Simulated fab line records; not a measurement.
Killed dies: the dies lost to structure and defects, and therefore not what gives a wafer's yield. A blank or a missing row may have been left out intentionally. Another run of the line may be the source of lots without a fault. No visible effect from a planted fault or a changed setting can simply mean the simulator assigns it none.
Problem report, 8D (eight disciplines) form, completed by code | flow sky130 | the parts of the form that need people (team, actions taken, sign-off) are left out

== 1. PROBLEM STATEMENT ==
Mean of sort_bin_3_pad_short at SKY_PAD_OPEN_PROBE_99: 3.8 % over 3 wafers from 1 lot, against 0.8 % (standard deviation 0.4) on wafers with no fault. Measured from the usual mean, that is +7.5 standard deviations.
The first sign was on wafer L986.1 at day 50 02:11, on prober-01. At this step, 15 wafers from 5 lots have a number in the record. By rule, "out" or "out of limits" means more than 4 standard deviations away from the usual mean. The other wafers with a number count as sound.

== 2. WHAT IT IS; WHAT IT IS NOT ==
question                    | is                                       | is not
which readings at this step | sort_bin_3_pad_short, killed_at_M0_to_M3 | killed_at_M4_up, killed-at-contacts, killed-at-front-end, killed-at-other, killed-short
which lots                  | L986                                     | L969, L971, L972, L984
which wafers of those lots  | all that have a number                   | -
read on which tools         | prober-01                                | prober-02
when                        | from day 50 02:11                        | up to then (12 sound wafers)

== 3. WHAT RULES OUT EACH SUSPECT ==
Counting: a tool at a process step up to the reading stays a suspect if it ran every lot that is out and no sound lot after the first of them.
- wet-bench-02 at SKY_VIA3_CLEAN_18 (cleans in IPA, time 180 s): kept. It ran the lot that is out, L986 (day 44 19:02), and no sound lot after that; its last sound lot up to then is L984 (day 44 03:24).
- cvd-w-01 at SKY_VIA4_CVD_18 (deposits W, target thk 505 nm, time 152.14 s): kept. It ran the lot that is out, L986 (day 47 14:40), and no sound lot after that; its last sound lot up to then is L972 (day 44 08:42).
- rie-diel-03 at SKY_PAD_OPEN_ETCH_07 (etches the open film in CF4/O2, stops on AlCu, target depth 725 nm, time 161.1 s): kept. It ran the lot that is out, L986 (day 49 23:49), and no sound lot after that; its last sound lot up to then is L971 (day 46 09:38).
- prober-01 at SKY_PAD_OPEN_PROBE_99: kept. It ran the lot that is out, L986 (day 50 02:11), and no sound lot after that. Its own readings are out on those wafers: killed_at_M0_to_M3, sort_bin_3_pad_short.
Left after counting: wet-bench-02 at SKY_VIA3_CLEAN_18, cvd-w-01 at SKY_VIA4_CVD_18, rie-diel-03 at SKY_PAD_OPEN_ETCH_07, prober-01 at SKY_PAD_OPEN_PROBE_99.

== 4. THE CAUSE (what the simulator had put in) ==
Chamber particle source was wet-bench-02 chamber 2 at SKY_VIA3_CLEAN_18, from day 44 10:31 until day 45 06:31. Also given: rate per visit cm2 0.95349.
4 suspects survive the count, and this tool is in that group.

== 5. THE EFFECT CHAIN, in route order ==
Each row: a reading whose mean over the struck wafers that have a number lies more than 3 standard deviations from the usual. Only readings for which the record gives a usual standard deviation are gone through. hours: the time from each lot's start at the first step in this table that gives one to its start at this step, as a median over the lots. sigmas: the change in usual standard deviations.
hours | step                  | reading              | usual  | on struck wafers | change | sigmas
0     | SKY_PAD_OPEN_PROBE_99 | defect-limited-yield | 83.0 % | 73.7             | -9.3   | -4.6
0     | SKY_PAD_OPEN_PROBE_99 | killed_at_M0_to_M3   | 43     | 96               | +53    | +7.5
0     | SKY_PAD_OPEN_PROBE_99 | killed-dies          | 84     | 129              | +45    | +4.6
0     | SKY_PAD_OPEN_PROBE_99 | sort_bin_3_pad_short | 0.8 %  | 3.8              | +3.0   | +7.5
0     | SKY_PAD_OPEN_PROBE_99 | sort_bin_5_function  | 10.1 % | 15.3             | +5.2   | +3.7
0     | SKY_PAD_OPEN_PROBE_99 | sort-n-pass          | 408    | 363              | -45    | -4.6
0     | SKY_PAD_OPEN_PROBE_99 | sort-yield-pct       | 83.0 % | 73.7             | -9.3   | -4.6
It contains these process steps:
- SKY_PAD_OPEN_PROBE_99

== 6. HOW IT WOULD HAVE BEEN CAUGHT EARLIER ==
In this record no reading fell out of limits until day 50 02:11, 136 hours after the fault had begun at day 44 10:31.
Of the tool readings at SKY_VIA3_CLEAN_18 for which the record gives a usual standard deviation, none was out on any struck wafer, so an alarm limit of 4 standard deviations on them would not have fired.
By day 50 02:11, every lot that is out (1) had started SKY_VIA3_CLEAN_18 on wet-bench-02. None of them would have been spared by holding the tool at that moment.
